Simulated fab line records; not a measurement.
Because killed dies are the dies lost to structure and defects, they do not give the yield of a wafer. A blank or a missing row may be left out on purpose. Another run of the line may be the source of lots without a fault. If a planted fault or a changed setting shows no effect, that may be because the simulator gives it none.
One fault through the eyes of 2 desks    flow gf180mcu    what lay behind the numbers comes last; until then each desk has only its own

## FROM THE METROLOGY DESK
Means of the sampled wafers that have a number, per lot and without regard to the tool the lot ran on: this is what the gauges read. Marked OUT: a lot whose mean sits more than 4 standard deviations from the usual mean, which makes it out of limits; the brackets give that distance.
Columns: A = M5_OVL at GF_M5_OVL_MEAS_08, usual 1 nm; B = V5_CVD_02_THK at GF_V5_THK_MEAS_03, usual 1460 nm; C = cdNm at GF_V5_CD_MEAS_14, usual 260.1 nm
lot   first seen here  A   B     C
L161  day 26 11:52     7   1436  261.1
L163  day 27 09:08     3   1470  261.1
L166  day 28 08:38     1   1473  259.1
L167  day 28 19:45     -4  1461  261.1
L169  day 29 02:38     3   1459  257.5
L173  day 30 08:28     2   1462  259.8
L174  day 30 12:37     -1  1454  254.0 (-4.7) OUT
L177  day 31 09:58     1   1457  256.7
L179  day 31 21:13     0   1468  257.5
L181  day 32 11:07     -3  1468  259.8
L182  day 32 17:06     -1  1444  261.1
L183  day 33 00:22     1   1454  259.2
This desk finds L174 out of limits, L174 being first, at day 31 06:47 (cdNm at GF_V5_CD_MEAS_14). L161, L163, L166, L167, L169, L173, L177, L179, L181, L182, L183 stayed within limits.

## DESK OF THE TOOL OWNER: lithoTrack-01
The tool's own readings at GF_V5_PEB_12 (peb time 90 s): means of the sampled wafers that have a number, for each lot that ran on this tool. Marked OUT: a lot whose mean sits more than 4 standard deviations from the usual mean, which makes it out of limits; the brackets give that distance.
Columns: A = heaterPowerTotalW at GF_V5_PEB_12, usual 85.71 W; B = plateTempC at GF_V5_PEB_12, usual 135.02 C
lot   first seen here  A                B
L163  day 28 05:50     85.76            135.03
L169  day 29 22:25     85.71            134.73
L173  day 31 03:26     85.68            134.91
L174  day 31 06:26     84.55 (-13) OUT  133.42 (-9.4) OUT
L177  day 32 03:51     84.56 (-13) OUT  133.62 (-8.2) OUT
L179  day 32 14:27     84.54 (-14) OUT  133.70 (-7.7) OUT
This desk finds L174, L177, L179 out of limits, L174 being first, at day 31 06:26 (heaterPowerTotalW at GF_V5_PEB_12). L163, L169, L173 stayed within limits.

## TAKEN TOGETHER
The tool owner's desk could have raised an alarm at day 31 06:26, on L174, L177, L179.
An alarm was possible from the metrology desk at day 31 06:47, on L174.
The metrology desk holds a record of L177, L179, inside its limits.
Every lot named ran GF_V5_PEB_12 on lithoTrack-01.

## WHAT HAD BEEN PUT IN BY THE SIMULATOR
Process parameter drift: lithoTrack-01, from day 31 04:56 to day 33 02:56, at GF_V5_PEB_12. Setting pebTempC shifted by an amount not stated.
Lots struck among those shown: L174, L177, L179.
Fault start to first reading out of limits, in hours, per desk: tool owner, 2; metrology, 2.
